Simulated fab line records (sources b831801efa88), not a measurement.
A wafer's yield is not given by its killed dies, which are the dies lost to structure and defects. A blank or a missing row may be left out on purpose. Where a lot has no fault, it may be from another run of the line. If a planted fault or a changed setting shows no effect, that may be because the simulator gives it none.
Matching of chambers / flow gf180mcu / GF_V4_CMP_04 on cmp-01: 4 sister chambers
The step polishes SiO2. 20 wafers are shown with their chamber, then 10 later ones without.

== EACH WAFER AND ITS CHAMBER ==
wafer=L813.4; chamber=1; time to endpoint s (s)=80; motor current A (A)=12.2; retaining ring pressure frac=0.993
wafer=L813.5; chamber=3; time to endpoint s (s)=79; motor current A (A)=12.9; retaining ring pressure frac=1.002
wafer=L813.6; chamber=0; time to endpoint s (s)=76; motor current A (A)=12.3; retaining ring pressure frac=1.008
wafer=L814.1; chamber=1; time to endpoint s (s)=68; motor current A (A)=12.0; retaining ring pressure frac=1.010
wafer=L814.2; chamber=0; time to endpoint s (s)=66; motor current A (A)=12.0; retaining ring pressure frac=0.997
wafer=L814.3; chamber=3; time to endpoint s (s)=70; motor current A (A)=12.4; retaining ring pressure frac=1.000
wafer=L815.1; chamber=0; time to endpoint s (s)=64; motor current A (A)=12.2; retaining ring pressure frac=1.002
wafer=L815.2; chamber=2; time to endpoint s (s)=68; motor current A (A)=12.1; retaining ring pressure frac=1.001
wafer=L815.4; chamber=3; time to endpoint s (s)=76; motor current A (A)=12.5; retaining ring pressure frac=0.998
wafer=L816.2; chamber=1; time to endpoint s (s)=66; motor current A (A)=12.5; retaining ring pressure frac=1.008
wafer=L816.4; chamber=2; time to endpoint s (s)=78; motor current A (A)=12.1; retaining ring pressure frac=1.009
wafer=L816.6; chamber=1; time to endpoint s (s)=72; motor current A (A)=12.7; retaining ring pressure frac=1.000
wafer=L817.1; chamber=2; time to endpoint s (s)=67; motor current A (A)=12.4; retaining ring pressure frac=1.008
wafer=L817.3; chamber=1; time to endpoint s (s)=72; motor current A (A)=11.8; retaining ring pressure frac=1.000
wafer=L817.4; chamber=0; time to endpoint s (s)=70; motor current A (A)=12.5; retaining ring pressure frac=0.998
wafer=L823.2; chamber=3; time to endpoint s (s)=75; motor current A (A)=12.0; retaining ring pressure frac=0.997
wafer=L823.3; chamber=0; time to endpoint s (s)=71; motor current A (A)=12.9; retaining ring pressure frac=1.004
wafer=L823.6; chamber=3; time to endpoint s (s)=77; motor current A (A)=12.5; retaining ring pressure frac=1.002
wafer=L828.4; chamber=3; time to endpoint s (s)=86; motor current A (A)=12.7; retaining ring pressure frac=1.003
wafer=L828.5; chamber=2; time to endpoint s (s)=85; motor current A (A)=11.9; retaining ring pressure frac=1.004

SIGNATURES (averages over the wafers above)
reading=time to endpoint s; chamber 0=69.40; chamber 1=71.60; chamber 2=74.50; chamber 3=77.17; scatter within a chamber=5.93
reading=motor current A; chamber 0=12.380; chamber 1=12.240; chamber 2=12.125; chamber 3=12.500; scatter within a chamber=0.315
reading=retaining ring pressure frac; chamber 0=1.00180; chamber 1=1.00220; chamber 2=1.00550; chamber 3=1.00033; scatter within a chamber=0.00461
Rule: for each reading, subtract the chamber's mean from the wafer's reading, divide by that reading's scatter and square the result; add these up over the readings and take the root, which gives the wafer's distance from the chamber. The wafer belongs to the nearest chamber; if the next one is less than 2 further off, it can't be placed. The scatter: take each reading less its chamber's mean, square it, sum over the shown wafers, divide by the number of wafers less the number of chambers, and take the root.

== WAFERS WITH NO CHAMBER GIVEN ==
wafer=L828.6; time to endpoint s (s)=81; motor current A (A)=12.3; retaining ring pressure frac=1.000
wafer=L829.1; time to endpoint s (s)=77; motor current A (A)=12.4; retaining ring pressure frac=1.001
wafer=L829.3; time to endpoint s (s)=72; motor current A (A)=12.9; retaining ring pressure frac=0.989
wafer=L829.6; time to endpoint s (s)=83; motor current A (A)=12.0; retaining ring pressure frac=0.996
wafer=L830.3; time to endpoint s (s)=75; motor current A (A)=12.1; retaining ring pressure frac=0.997
wafer=L830.4; time to endpoint s (s)=79; motor current A (A)=12.7; retaining ring pressure frac=1.000
wafer=L830.6; time to endpoint s (s)=81; motor current A (A)=12.5; retaining ring pressure frac=0.989
wafer=L831.1; time to endpoint s (s)=77; motor current A (A)=12.8; retaining ring pressure frac=0.998
wafer=L831.3; time to endpoint s (s)=76; motor current A (A)=12.3; retaining ring pressure frac=0.991
wafer=L831.4; time to endpoint s (s)=82; motor current A (A)=11.8; retaining ring pressure frac=1.002

== CHAMBER TAKEN BY EACH ==
wafer=L828.6; from the rows above=can't be placed: 3 or 1 or 2 or 0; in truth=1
wafer=L829.1; from the rows above=can't be placed: 3 or 1 or 0 or 2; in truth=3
wafer=L829.3; from the rows above=can't be placed: 3 or 0 or 1 or 2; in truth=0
wafer=L829.6; from the rows above=can't be placed: 3 or 1 or 2 or 0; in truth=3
wafer=L830.3; from the rows above=can't be placed: 1 or 3 or 0 or 2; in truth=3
wafer=L830.4; from the rows above=can't be placed: 3 or 0 or 1 or 2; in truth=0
wafer=L830.6; from the rows above=can't be placed: 3 or 1 or 0 or 2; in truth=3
wafer=L831.1; from the rows above=can't be placed: 3 or 0 or 1 or 2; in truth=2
wafer=L831.3; from the rows above=can't be placed: 3 or 1 or 0 or 2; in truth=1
wafer=L831.4; from the rows above=can't be placed: 2 or 1 or 3 or 0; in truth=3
Correctly placed: 0 of 10. These rows do not allow placing 10 (true chamber among the candidates in 10). 0 placed wrongly.
